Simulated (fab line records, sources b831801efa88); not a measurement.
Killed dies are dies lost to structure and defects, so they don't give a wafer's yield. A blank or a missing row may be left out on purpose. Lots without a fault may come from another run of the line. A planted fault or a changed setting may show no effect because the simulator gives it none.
Which tool did it? | flow gf180mcu | 14 lots, 42 wafers sampled, at 2 steps of a route of 602

WHAT THE GAUGES READ, wafer by wafer
GF_V3_BOW_MEAS_05.
lot  | measured     | on            | V3_BOW (um)
L640 | day 22 00:53 | film_metro-02 | 123 112 121
L641 | day 22 05:23 | film_metro-02 | 130 125 117
L642 | day 22 10:51 | film_metro-04 | 119 122 110
L643 | day 23 00:14 | film_metro-02 | 117 105 107
L645 | day 23 22:49 | film_metro-02 | 112 117 125
L649 | day 25 04:44 | film_metro-01 | 105 100 101
L650 | day 25 08:02 | film_metro-04 | 132 133 129
L652 | day 26 01:20 | film_metro-01 | 119 118 109
L656 | day 27 06:22 | film_metro-01 | 126 112 114
L657 | day 27 19:55 | film_metro-01 | 117 121 115
L659 | day 28 03:21 | film_metro-01 | 127 121 112
L660 | day 28 07:20 | film_metro-04 | 120 115 122
L661 | day 28 18:35 | film_metro-02 | 115 124 103
L662 | day 28 23:51 | film_metro-02 | 114 108 109

WHICH TOOL RAN EACH LOT (tool, then ch and the chambers of the sampled wafers, then the start)
lot  | GF_M3_SPUTTER_03
L640 | pvd_sputter-01, day 21 00:04
L641 | pvd_sputter-04, day 21 04:04
L642 | pvd_sputter-04, day 21 10:19
L643 | pvd_sputter-03, day 22 00:11
L645 | pvd_sputter-01, day 22 22:51
L649 | pvd_sputter-04, day 24 05:26
L650 | pvd_sputter-01, day 24 08:55
L652 | pvd_sputter-04, day 25 02:53
L656 | pvd_sputter-03, day 26 08:20
L657 | pvd_sputter-04, day 26 22:26
L659 | pvd_sputter-01, day 27 05:42
L660 | pvd_sputter-03, day 27 09:54
L661 | pvd_sputter-04, day 27 23:09
L662 | pvd_sputter-04, day 28 03:08
- GF_M3_SPUTTER_03: material Ti, target thk 10 nm, time 6.7 s.

WHAT THE TOOLS THEMSELVES READ (means of the sampled wafers that have a number; where no wafer has one, the mark that the record gives instead)
GF_M3_SPUTTER_03.
lot  | tool           | throttle_valve_pct (%)
L640 | pvd_sputter-01 | 30.1
L641 | pvd_sputter-04 | 30.2
L642 | pvd_sputter-04 | 30.1
L643 | pvd_sputter-03 | 30.4
L645 | pvd_sputter-01 | 30.9
L649 | pvd_sputter-04 | 30.5
L650 | pvd_sputter-01 | 29.9
L652 | pvd_sputter-04 | 30.1
L656 | pvd_sputter-03 | 30.5
L657 | pvd_sputter-04 | 30.1
L659 | pvd_sputter-01 | 30.6
L660 | pvd_sputter-03 | 30.1
L661 | pvd_sputter-04 | 30.3
L662 | pvd_sputter-04 | 30.1

THE ANSWER, worked out from the rows above alone
Rule: what is usual is taken from the lots themselves. Put in order of their means at a reading, lots are off if they are a third of the lots or fewer, leave a main group of 4 or more, and stand apart from it by a gap of 3 or more times the standard deviation of the main group's means; of several such gaps the widest counts. A main group whose means are all the same, to the digits that the tables above print for the reading, isn't used. A lot without any number at a reading at which 4 lots or more have one is off too. The other lots that the step has rows for count as sound. The gauges are gone through in route order, then the tools' own readings, and for those a lot's mean is taken as printed above. The first step at which some lot is off is used, and at that step the reading that is off furthest; a lot without a number counts as furthest.
No lot is off at any reading shown: from this, nothing can be told.

WHAT THE SIMULATOR HAD PUT IN
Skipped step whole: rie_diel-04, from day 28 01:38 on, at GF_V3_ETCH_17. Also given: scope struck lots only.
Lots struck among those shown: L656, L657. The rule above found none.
